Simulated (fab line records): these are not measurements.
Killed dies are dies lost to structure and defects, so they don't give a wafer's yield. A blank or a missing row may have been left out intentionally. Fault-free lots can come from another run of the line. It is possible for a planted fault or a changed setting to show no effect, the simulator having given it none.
Split-lot experiment    flow sky130    5 lots, 23 wafers read, on a route of 708 steps

== THE SPLIT ITSELF ==
At SKY_CAP2M_DEVELOP_11 (develop time 60 s), the setting dev-temp-c was moved away from the recipe's 23 C on 8 of the 23 wafers read, by -9.7% to +11.9%. This setting was run at the recipe's value on the other wafers.

No step appears in the file between the split and the reading.

== THE READING ==
CAP2M.cd-nm (the simulator's own value, which no gauge read), in nm, at SKY_CAP2M_METAL_ETCH_13 (etches TiN in Cl2/BCl3, stops on SiO2, target depth 220 nm, time 62.9 s). The file does not state a usual value for it. Average 998.6 nm, standard deviation 3.4 nm, over the 15 wafers here run with the recipe.

wafer   tool, chamber at the split  dev-temp-c as run, C  against the recipe  CAP2M.cd-nm, nm  against lot-mates on the recipe
L074.1  litho-track-04, 0           23                    recipe              997              -
L074.2  litho-track-04, 0           23                    recipe              991              -
L074.3  litho-track-04, 0           23                    recipe              996.5            -
L074.4  litho-track-04, 0           23                    recipe              992.4            -
L074.6  litho-track-04, 0           23                    recipe              995              -
L077.1  litho-track-01, 0           20.77                 -9.7%               992.6            -8.9
L077.2  litho-track-01, 0           23                    recipe              1002             -
L077.4  litho-track-01, 0           20.77                 -9.7%               993.7            -7.8
L077.5  litho-track-01, 0           23                    recipe              1001             -
L077.6  litho-track-01, 0           20.77                 -9.7%               991.7            -9.8
L081.1  litho-track-03, 0           25.3                  +10.0%              1008             +7.5
L081.2  litho-track-03, 0           25.3                  +10.0%              1007             +6.5
L081.3  litho-track-03, 0           23                    recipe              999.1            -
L081.4  litho-track-03, 0           23                    recipe              1002             -
L081.5  litho-track-03, 0           25.3                  +10.0%              1006             +5.5
L084.2  litho-track-04, 0           23                    recipe              1000             -
L084.3  litho-track-04, 0           25.74                 +11.9%              1012             +12.4
L084.4  litho-track-04, 0           23                    recipe              1000             -
L084.5  litho-track-04, 0           23                    recipe              998.8            -
L084.6  litho-track-04, 0           25.74                 +11.9%              1011             +11.4
L085.1  litho-track-01, 0           23                    recipe              1002             -
L085.3  litho-track-01, 0           23                    recipe              1002             -
L085.6  litho-track-01, 0           23                    recipe              1000             -

THE FIT
A straight line over all 23 wafers: CAP2M.cd-nm changes by +0.83 nm for each +1% of dev-temp-c; r = +0.86; the points scatter about the line by 3.1 nm.
The same after taking each lot's own level away (the mean of its wafers on the recipe; 23 wafers): +0.853 nm for each +1%; r = +0.95; scatter 1.7 nm.
That fit puts the effect of the largest move of dev-temp-c on the reading at 10 nm.
The lots' own levels span 994.38 to 1001.50 nm, that is 2.1 times the standard deviation above.
Consequently the slope shifts little with the lot-to-lot level, the two slopes agreeing.
Check: with one of the wafers moved furthest among these (+11.9%) left out of the fit, the line predicts +9.42 nm for it against its lot-mates. Against them it came out at +12.4 nm.

== THESE WAFERS: OTHER SPLITS ==
Before the reading, these wafers also passed through other splits. Each is held against what the fit with the lots' levels taken away leaves over:
other split on the same wafers  wafers away from the commonest value  r with CAP2M.cd-nm (lot level and that fit taken away)
SKY_METAL3_SPUTTER_01 power-w   7                                     -0.14
SKY_CAPM_SPUTTER_02 power-w     5                                     -0.05
SKY_CAPM_METAL_ETCH_13 time-s   12                                    +0.08
SKY_VIA3_ETCH_14 time-s         6                                     -0.19
SKY_METAL4_SPUTTER_02 power-w   5                                     -0.31

== FILE'S OWN FIT ==
CAP2M.cd-nm changes by +0.869 nm for each +1% of dev-temp-c, r = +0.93.
